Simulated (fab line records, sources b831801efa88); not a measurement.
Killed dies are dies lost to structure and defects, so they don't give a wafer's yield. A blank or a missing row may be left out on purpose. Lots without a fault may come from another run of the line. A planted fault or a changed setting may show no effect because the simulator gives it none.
Which tool did it? | flow sky130 | 9 lots, 27 wafers sampled, at 3 steps of a route of 708

WHAT THE GAUGES READ, wafer by wafer
SKY_VIA4_RS_MEAS_19: measures by four-point-probe.
lot  | measured     | on            | VIA4_W_RS (ohm/sq)
L710 | day 44 10:31 | film_metro-03 | 0.2246 0.2238 0.2226
L711 | day 44 23:09 | film_metro-04 | 0.2250 0.2278 0.2262
L712 | day 45 00:03 | film_metro-01 | 0.2276 0.2244 0.2287
L713 | day 45 00:44 | film_metro-04 | 0.2222 0.2234 0.2216
L715 | day 45 15:28 | film_metro-03 | 0.2278 0.2258 0.2271
L718 | day 46 09:34 | film_metro-03 | 0.3273 0.2305 0.2283 0.3271 0.2304 0.2284
L728 | day 48 19:23 | film_metro-03 | 0.2289 0.2281 0.2290
L730 | day 48 22:38 | film_metro-04 | 0.2295 0.2293 0.2266
L731 | day 49 06:52 | film_metro-03 | 0.2265 0.2270 0.2270

WHICH TOOL RAN EACH LOT (tool, then ch and the chambers of the sampled wafers, then the start)
lot  | SKY_METAL3_STRIP_19                  | SKY_VIA4_CVD_18
L710 | plasma_asher-02 ch 0,1, day 40 02:40 | cvd_w-02 ch 0,1, day 44 10:22
L711 | plasma_asher-04 ch 1, day 40 16:31   | cvd_w-02 ch 0, day 44 23:00
L712 | plasma_asher-02 ch 0,1, day 40 18:32 | cvd_w-01 ch 0, day 44 23:54
L713 | plasma_asher-04 ch 1, day 40 18:55   | cvd_w-02 ch 0,1, day 45 00:34
L715 | plasma_asher-04 ch 0,1, day 41 12:32 | cvd_w-01 ch 0,1, day 45 15:19
L718 | plasma_asher-02 ch 0, day 42 09:05   | cvd_w-01 ch 0,1, day 46 09:23
L728 | plasma_asher-04 ch 0,1, day 45 01:19 | cvd_w-02 ch 0,1, day 48 19:13
L730 | plasma_asher-04 ch 0,1, day 45 06:37 | cvd_w-02 ch 0,1, day 48 22:28
L731 | plasma_asher-02 ch 0,1, day 45 14:01 | cvd_w-02 ch 0,1, day 49 06:43
- SKY_METAL3_STRIP_19: strips in O2/N2.
- SKY_VIA4_CVD_18: deposits W, target thk 505 nm, time 152.14 s.

THE ANSWER, worked out from the rows above alone
Rule: what is usual is taken from the lots themselves. Put in order of their means at a reading, lots are off if they are a third of the lots or fewer, leave a main group of 4 or more, and stand apart from it by a gap of 3 or more times the standard deviation of the main group's means; of several such gaps the widest counts. A main group whose means are all the same, to the digits that the tables above print for the reading, isn't used. A lot without any number at a reading at which 4 lots or more have one is off too. The other lots that the step has rows for count as sound.
Off: L718, at SKY_VIA4_RS_MEAS_19 (VIA4_W_RS). The main group: mean 0.2263 ohm/sq, standard deviation 0.002.
A tool fits if, at a process step before that reading, it ran every lot that is off, and no sound lot after the first of them. The gauges at SKY_VIA4_RS_MEAS_19 are tried like those tools. One fits: cvd_w-01 at SKY_VIA4_CVD_18. Its last sound lot is L715 (day 45 15:19), its first lot that is off L718 (day 46 09:23): a fault that began between those two fits.

WHAT THE SIMULATOR HAD PUT IN
Process parameter drift: cvd_w-01, from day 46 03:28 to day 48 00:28, at SKY_VIA4_CVD_18. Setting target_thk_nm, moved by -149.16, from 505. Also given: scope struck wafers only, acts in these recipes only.
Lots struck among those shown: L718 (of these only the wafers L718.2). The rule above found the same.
